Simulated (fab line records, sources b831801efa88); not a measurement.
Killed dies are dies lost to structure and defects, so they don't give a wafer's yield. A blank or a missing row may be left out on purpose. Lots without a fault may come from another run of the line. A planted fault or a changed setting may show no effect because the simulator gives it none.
One fault seen from 2 desks | flow gf180mcu | each desk has only its own numbers; what lay behind them comes last

THE TOOL OWNER'S DESK: cmp-02
The tool's own readings at GF_CONTACT_CMP_27 (polishes, stops on SiO2, t overpolish 15 s, target thk 0 nm): means of the sampled wafers that have a number, for each lot that ran on this tool. A lot is out of limits, marked OUT, if its mean lies more than 4 standard deviations from the usual mean; the brackets give that distance.
Columns: A = motor_current_A at GF_CONTACT_CMP_27, usual 11.4 A; B = overpolish_run_s at GF_CONTACT_CMP_27, usual 15.000 s; C = time_to_endpoint_s at GF_CONTACT_CMP_27, usual 72 s
lot  | first seen here | A    | B      | C
L988 | day 16 23:10    | 11.9 | 15.005 | 70
L991 | day 17 23:42    | 11.5 | 15.005 | 70
L996 | day 20 04:58    | 12.0 | 14.998 | 72
L997 | day 20 07:59    | 11.5 | 14.995 | 77
L999 | day 21 05:16    | 11.7 | 15.000 | 74
L107 | day 23 17:15    | 11.3 | 14.990 | 74
L108 | day 24 01:02    | 11.9 | 15.005 | 70
L109 | day 24 10:19    | 11.3 | 15.005 | 68
This desk's finding: nothing out of limits on any of the 8 lots.

THE METROLOGY DESK
What the gauges read, lot by lot, whatever tool the lot ran on: means of the sampled wafers that have a number. A lot is out of limits, marked OUT, if its mean lies more than 4 standard deviations from the usual mean; the brackets give that distance.
Columns: A = STI_OXIDATION_01_THK at GF_STI_THK_MEAS_22, usual 15.03 nm
lot  | first seen here | A
L988 | day 2 13:03     | 15.10
L989 | day 2 19:58     | 14.90
L990 | day 3 00:19     | 14.97
L991 | day 3 04:49     | 15.20
L992 | day 3 11:16     | 14.78
L996 | day 4 08:42     | 15.14
L997 | day 4 12:54     | 15.12
L998 | day 4 16:53     | 15.02
L999 | day 5 00:58     | 15.36
L106 | day 6 10:53     | 15.01
L107 | day 6 17:43     | 14.73
L108 | day 6 23:31     | 14.36
L109 | day 7 02:40     | 14.73
This desk's finding: nothing out of limits on any of the 13 lots.

PUT TOGETHER
The tool owner's desk saw nothing out of limits.
The metrology desk saw nothing out of limits.

WHAT THE SIMULATOR HAD PUT IN
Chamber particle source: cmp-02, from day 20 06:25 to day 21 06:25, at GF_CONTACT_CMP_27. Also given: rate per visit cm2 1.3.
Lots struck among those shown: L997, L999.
